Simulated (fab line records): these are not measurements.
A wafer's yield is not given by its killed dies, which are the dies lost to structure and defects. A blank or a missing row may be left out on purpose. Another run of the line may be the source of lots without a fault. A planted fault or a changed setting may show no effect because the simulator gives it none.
fab line records -- flow gf180mcu
record: lots: 14, wafers: 42, lastDay: 34
route steps=602 shown M3@413 V3@432
lots untouched by any fault: they come from a run of this same line in which no faults occurred
startH: start of the lot's first displayed wafer, in hours after the record's first day -- waitH: hours since the lot's step before -- " repeats the value in the row above -- L1.1+2: a single row standing in for several wafers -- - value missing, or start not given -- * or withheld: withheld -- < > ~ a bound
route shown NAME@n: a module of which the file shows steps, and the number in the route of the first -- usual: mean and standard deviation over wafers with no fault -- same: alike in all rows -- chamber/n: place in a boat -- sites: the reading at each site -- _std_site: standard deviation of those values -- _edge_site: mean of outer sites minus mean of inner sites -- radiusMm: for every site, how far away it sits from the centre of the wafer -- mask NAME#n: copy n -- behind: the last tool/chamber to shape the wafer -- hold: why the lot was held/for how many hours/how that ended -- device: the transistor (n, p or np) that didn't switch -- end of line: tests run on the same wafers once the route is complete -- step lacking rows: just its recipe -- killed: count of dies lost to structure and defects at first sort (not the wafer's yield) -- map: shows each die of a wafer: x if killed, . if not, _ if none is there
set.NAME: the setting as run; set.NAME@STEP: as run at that earlier step -- model.NAME: the simulator's own value behind a step, which no gauge read
a sample of lots followed through the steps of the route, with each step as a table and each wafer as a row
services: a tool's chamber out of use, with start hour (startH, from the record's first day; less than 0 if before it), hours out, and reason
== steps ==
step: GF_M3_SPUTTER_04
recipe: material: TiN, targetThkNm: 50, powerW: 6500, timeS: 41.7, chamberPressurePa: 0.4
usual: throttleValvePct: 30.0/1.4
lot.wafer,tool,chamber,startH,waitH,throttleValvePct
L883.1,pvdSputter-03,-,463.53,0.0,30.1
L883.3,pvdSputter-03,-,463.53,0.0,30.7
L883.5,pvdSputter-03,-,463.53,0.0,30.7
L884.1,pvdSputter-02,-,467.31,0.0,30.5
L884.2,pvdSputter-02,-,467.31,0.0,31.9
L884.6,pvdSputter-02,-,467.31,0.0,30.9
L885.1,pvdSputter-02,-,478.56,0.0,30.3
L885.3,pvdSputter-02,-,478.56,0.0,29.2
L885.4,pvdSputter-02,-,478.56,0.0,30.8
L886.1,pvdSputter-01,-,488.93,0.0,29.0
L886.3,pvdSputter-01,-,488.93,0.0,29.6
L886.4,pvdSputter-01,-,488.93,0.0,30.5
L887.3,pvdSputter-03,-,496.11,0.0,32.4
L887.5,pvdSputter-03,-,496.11,0.0,32.3
L887.6,pvdSputter-03,-,496.11,0.0,30.6
L888.2,pvdSputter-01,-,504.19,0.0,30.6
L888.3,pvdSputter-01,-,504.19,0.0,28.6
L888.4,pvdSputter-01,-,504.19,0.0,29.8
L891.3,pvdSputter-02,-,529.81,0.0,30.3
L891.4,pvdSputter-02,-,529.81,0.0,31.4
L891.6,pvdSputter-02,-,529.81,0.0,29.1
L892.2,pvdSputter-01,-,542.31,0.0,30.4
L892.3,pvdSputter-01,-,542.31,0.0,27.6
L892.5,pvdSputter-01,-,542.31,0.0,27.4
L893.1,pvdSputter-02,-,561.10,0.0,30.9
L893.3,pvdSputter-02,-,561.10,0.0,31.6
L893.5,pvdSputter-02,-,561.10,0.0,30.8
L895.2,pvdSputter-02,-,574.88,0.0,30.3
L895.4,pvdSputter-02,-,574.88,0.0,32.0
L895.5,pvdSputter-02,-,574.88,0.0,30.3
L896.2,pvdSputter-02,-,580.93,0.0,30.7
L896.4,pvdSputter-02,-,580.93,0.0,32.0
L896.5,pvdSputter-02,-,580.93,0.0,29.5
L900.1,pvdSputter-03,-,610.38,0.0,30.0
L900.2,pvdSputter-03,-,610.38,0.0,30.8
L900.4,pvdSputter-03,-,610.38,0.0,28.5
L905.1,pvdSputter-01,-,643.87,0.0,27.7
L905.3,pvdSputter-01,-,643.87,0.0,28.9
L905.6,pvdSputter-01,-,643.87,0.0,28.9
L904.2,pvdSputter-02,-,643.87,0.0,30.1
L904.4,pvdSputter-02,-,643.87,0.0,30.5
L904.6,pvdSputter-02,-,643.87,0.0,30.5
step: GF_M3_METAL_ETCH_16
recipe: chemistry: Cl2/BCl3, maskMaterial: KrF, targetDepthNm: 627.5, stopOn: SiO2, pressureMtorr: 8, icpW: 800, biasW: 140, Cl2_flow_sccm: 80, bcl3FlowSccm: 40, timeS: 104.6
usual: biasW: 140.0/0.37, drypumpMotorCurrentA: 5.6/0.36, oesProductAu: 0.968/0.0076, throttleValvePct: 28.255/0.013
lot.wafer,tool,chamber,startH,waitH,biasW,drypumpMotorCurrentA,oesProductAu,rfHoursCounterH,throttleValvePct
L883.1,rieMetal-02,0,487.64,0.0,140.2,5.1,0.963,5.6,28.248
L883.3,rieMetal-02,0,487.64,0.0,140.4,5.1,0.972,-,28.240
L883.5,rieMetal-02,1,487.64,0.0,140.2,5.7,0.966,-,28.263
L884.1,rieMetal-02,1,491.46,0.0,139.5,5.7,0.965,11.3,28.264
L884.2,rieMetal-02,0,491.46,0.0,139.7,5.1,0.965,5.7,28.260
L884.6,rieMetal-02,0,491.46,0.0,139.0,5.1,0.965,-,28.266
L885.1,rieMetal-02,1,501.94,0.0,139.6,5.7,0.964,11.6,28.269
L885.3,rieMetal-02,1,501.94,0.0,140.0,5.7,0.964,-,28.260
L885.4,rieMetal-02,1,501.94,0.0,139.6,5.7,0.967,-,28.269
L886.1,rieMetal-02,1,511.84,0.0,140.2,5.7,0.970,12.1,28.243
L886.3,rieMetal-02,1,511.84,0.0,140.2,5.7,0.974,-,28.253
L886.4,rieMetal-02,1,511.84,0.0,139.8,5.7,0.957,-,28.258
L887.3,rieMetal-04,1,519.80,0.1,139.6,5.3,0.976,-,28.249
L887.5,rieMetal-04,0,519.80,0.1,139.6,5.7,0.971,-,28.252
L887.6,rieMetal-04,1,519.80,0.1,139.5,5.3,0.971,-,28.234
L888.2,rieMetal-04,0,527.49,0.0,139.8,5.7,0.963,3.7,28.256
L888.3,rieMetal-04,0,527.49,0.0,140.3,5.7,0.972,-,28.233
L888.4,rieMetal-04,1,527.49,0.0,139.9,5.3,0.978,-,28.227
L891.3,rieMetal-04,1,552.70,0.1,140.2,5.3,0.971,-,28.246
L891.4,rieMetal-04,0,552.70,0.1,139.8,5.7,0.967,-,28.243
L891.6,rieMetal-04,0,552.70,0.1,140.1,5.7,0.956,-,28.279
L892.2,rieMetal-03,1,565.15,0.0,141.2,5.5,0.969,4.3,28.250
L892.3,rieMetal-03,1,565.15,0.0,139.9,5.5,0.969,-,28.271
L892.5,rieMetal-03,0,565.15,0.0,139.5,6.3,0.966,-,28.251
L893.1,rieMetal-03,0,582.82,0.0,139.7,6.3,0.956,9.2,28.261
L893.3,rieMetal-03,1,582.82,0.0,140.0,5.6,0.962,-,28.276
L893.5,rieMetal-03,0,582.82,0.0,140.4,6.3,0.959,-,28.269
L895.2,rieMetal-02,1,595.95,0.0,140.4,5.8,0.973,0.8,28.262
L895.4,rieMetal-02,1,595.95,0.0,139.8,5.7,0.961,-,28.266
L895.5,rieMetal-02,1,595.95,0.0,140.1,5.8,0.967,-,28.248
L896.2,rieMetal-04,0,601.94,0.0,140.6,5.7,0.964,5.8,28.288
L896.4,rieMetal-04,1,601.94,0.0,140.3,5.3,0.966,-,28.252
L896.5,rieMetal-04,1,601.94,0.0,139.9,5.3,0.954,-,28.274
L900.1,rieMetal-04,1,631.15,0.0,110.8,5.3,0.970,9.9,28.259
L900.2,rieMetal-04,0,631.15,0.0,110.5,5.8,0.953,6.6,28.264
L900.4,rieMetal-04,1,631.15,0.0,111.2,5.3,0.956,-,28.248
L905.1,rieMetal-02,0,662.85,0.0,139.4,5.1,0.974,10.5,28.249
L905.3,rieMetal-02,1,662.85,0.0,140.0,5.7,0.966,-,28.228
L905.6,rieMetal-02,0,662.85,0.0,139.7,5.1,0.971,-,28.241
L904.2,rieMetal-04,0,663.15,0.0,110.8,5.7,0.967,7.9,28.285
L904.4,rieMetal-04,0,663.15,0.0,110.8,5.7,0.958,-,28.280
L904.6,rieMetal-04,0,663.15,0.0,110.9,5.8,0.950,-,28.284
step: GF_V3_THK_MEAS_03
recipe: reads: SiO2_of_V3_CVD_02
usual: V3_CVD_02_THK: 853/12
lot.wafer,tool,chamber,startH,waitH,V3_CVD_02_THK[nm]
L883.1,filmMetro-02,-,488.50,0.0,833
L883.3,filmMetro-02,-,488.50,0.0,860
L883.5,filmMetro-02,-,488.50,0.0,855
L884.1,filmMetro-01,-,492.31,0.0,863
L884.2,filmMetro-01,-,492.31,0.0,831
L884.6,filmMetro-01,-,492.31,0.0,849
L885.1,filmMetro-03,-,502.94,0.0,855
L885.3,filmMetro-03,-,502.94,0.0,857
L885.4,filmMetro-03,-,502.94,0.0,873
L886.1,filmMetro-02,-,512.84,0.0,835
L886.3,filmMetro-02,-,512.84,0.0,853
L886.4,filmMetro-02,-,512.84,0.0,868
L887.3,filmMetro-01,-,521.21,0.1,866
L887.5,filmMetro-01,-,521.21,0.1,862
L887.6,filmMetro-01,-,521.21,0.1,860
L888.2,filmMetro-01,-,528.50,0.2,836
L888.3,filmMetro-01,-,528.50,0.2,858
L888.4,filmMetro-01,-,528.50,0.2,877
L891.3,filmMetro-01,-,553.55,0.1,848
L891.4,filmMetro-01,-,553.55,0.1,873
L891.6,filmMetro-01,-,553.55,0.1,856
L892.2,filmMetro-01,-,566.01,0.0,863
L892.3,filmMetro-01,-,566.01,0.0,845
L892.5,filmMetro-01,-,566.01,0.0,862
L893.1,filmMetro-03,-,583.69,0.0,845
L893.3,filmMetro-03,-,583.69,0.0,845
L893.5,filmMetro-03,-,583.69,0.0,846
L895.2,filmMetro-01,-,596.81,0.0,847
L895.4,filmMetro-01,-,596.81,0.0,866
L895.5,filmMetro-01,-,596.81,0.0,864
L896.2,filmMetro-02,-,602.91,0.0,845
L896.4,filmMetro-02,-,602.91,0.0,860
L896.5,filmMetro-02,-,602.91,0.0,862
L900.1,filmMetro-03,-,632.00,0.0,844
L900.2,filmMetro-03,-,632.00,0.0,843
L900.4,filmMetro-03,-,632.00,0.0,856
L905.1,filmMetro-02,-,663.70,0.0,835
L905.3,filmMetro-02,-,663.70,0.0,844
L905.6,filmMetro-02,-,663.70,0.0,838
L904.2,filmMetro-03,-,664.04,0.0,846
L904.4,filmMetro-03,-,664.04,0.0,864
L904.6,filmMetro-03,-,664.04,0.0,853
step: GF_V3_BOW_MEAS_05
recipe: mode: bow
usual: V3_BOW: 118/8
lot.wafer,tool,chamber,startH,waitH,V3_BOW[um]
L883.1,filmMetro-01,-,488.86,0.1,129
L883.3,filmMetro-01,-,488.86,0.1,113
L883.5,filmMetro-01,-,488.86,0.1,114
L884.1,filmMetro-01,-,492.67,0.2,103
L884.2,filmMetro-01,-,492.67,0.2,118
L884.6,filmMetro-01,-,492.67,0.2,113
L885.1,filmMetro-02,-,503.30,0.1,124
L885.3,filmMetro-02,-,503.30,0.1,120
L885.4,filmMetro-02,-,503.30,0.1,128
L886.1,filmMetro-02,-,513.20,0.1,114
L886.3,filmMetro-02,-,513.20,0.1,115
L886.4,filmMetro-02,-,513.20,0.1,109
L887.3,filmMetro-01,-,521.59,0.1,125
L887.5,filmMetro-01,-,521.59,0.1,119
L887.6,filmMetro-01,-,521.59,0.1,123
L888.2,filmMetro-02,-,528.87,0.1,108
L888.3,filmMetro-02,-,528.87,0.1,109
L888.4,filmMetro-02,-,528.87,0.1,103
L891.3,filmMetro-01,-,553.93,0.2,106
L891.4,filmMetro-01,-,553.93,0.2,115
L891.6,filmMetro-01,-,553.93,0.2,105
L892.2,filmMetro-02,-,566.38,0.2,118
L892.3,filmMetro-02,-,566.38,0.2,116
L892.5,filmMetro-02,-,566.38,0.2,118
L893.1,filmMetro-02,-,584.05,0.1,109
L893.3,filmMetro-02,-,584.05,0.1,101
L893.5,filmMetro-02,-,584.05,0.1,117
L895.2,filmMetro-03,-,597.18,0.2,109
L895.4,filmMetro-03,-,597.18,0.2,112
L895.5,filmMetro-03,-,597.18,0.2,100
L896.2,filmMetro-02,-,603.28,0.2,117
L896.4,filmMetro-02,-,603.28,0.2,115
L896.5,filmMetro-02,-,603.28,0.2,110
L900.1,filmMetro-01,-,632.36,0.2,107
L900.2,filmMetro-01,-,632.36,0.2,105
L900.4,filmMetro-01,-,632.36,0.2,109
L905.1,filmMetro-01,-,664.06,0.1,119
L905.3,filmMetro-01,-,664.06,0.1,122
L905.6,filmMetro-01,-,664.06,0.1,131
L904.2,filmMetro-01,-,664.41,0.1,105
L904.4,filmMetro-01,-,664.41,0.1,127
L904.6,filmMetro-01,-,664.41,0.1,117
== services ==
tool,chamber,startH,hours,kind
rieMetal-04,0,487.89,27.9,repair
rieMetal-03,0,492.56,1.9,repair
rieMetal-02,0,501.17,26.4,repair
rieMetal-02,1,542.24,-,clean
rieMetal-02,1,542.24,19.4,scheduledDown
rieMetal-02,1,542.24,19.4,ventCycle
rieMetal-03,-,596.79,0.4,repair
rieMetal-02,-,607.76,0.8,repair
== key ==
firstSign: step: GF_M3_METAL_ETCH_16, reading: biasW, direction: down, sigmas: 78, usual: 140.0, struck: 110.9
effect none on later readings
metAt GF_M3_METAL_ETCH_16
struckLots L900,L904
sortLeftOut L900.1,L900.2,L900.4,L904.2,L904.4,L904.6
notActingAt GF_M3_SPUTTER_04,GF_V3_THK_MEAS_03,GF_V3_BOW_MEAS_05
onsetBetween 601.94 631.15
fault: kind: processParameterDrift, tool: rieMetal-04, chamber: -, onsetH: 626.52, steps: GF_M3_METAL_ETCH_16, channel: biasW, offset: -29.181, shape: step, endH: 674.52, actsIn: theseRecipesOnly, stated: 140
sortLeftOut: the simulated sort isn't trusted on such a fault, so these wafers' sort isn't shown, and their yield isn't known
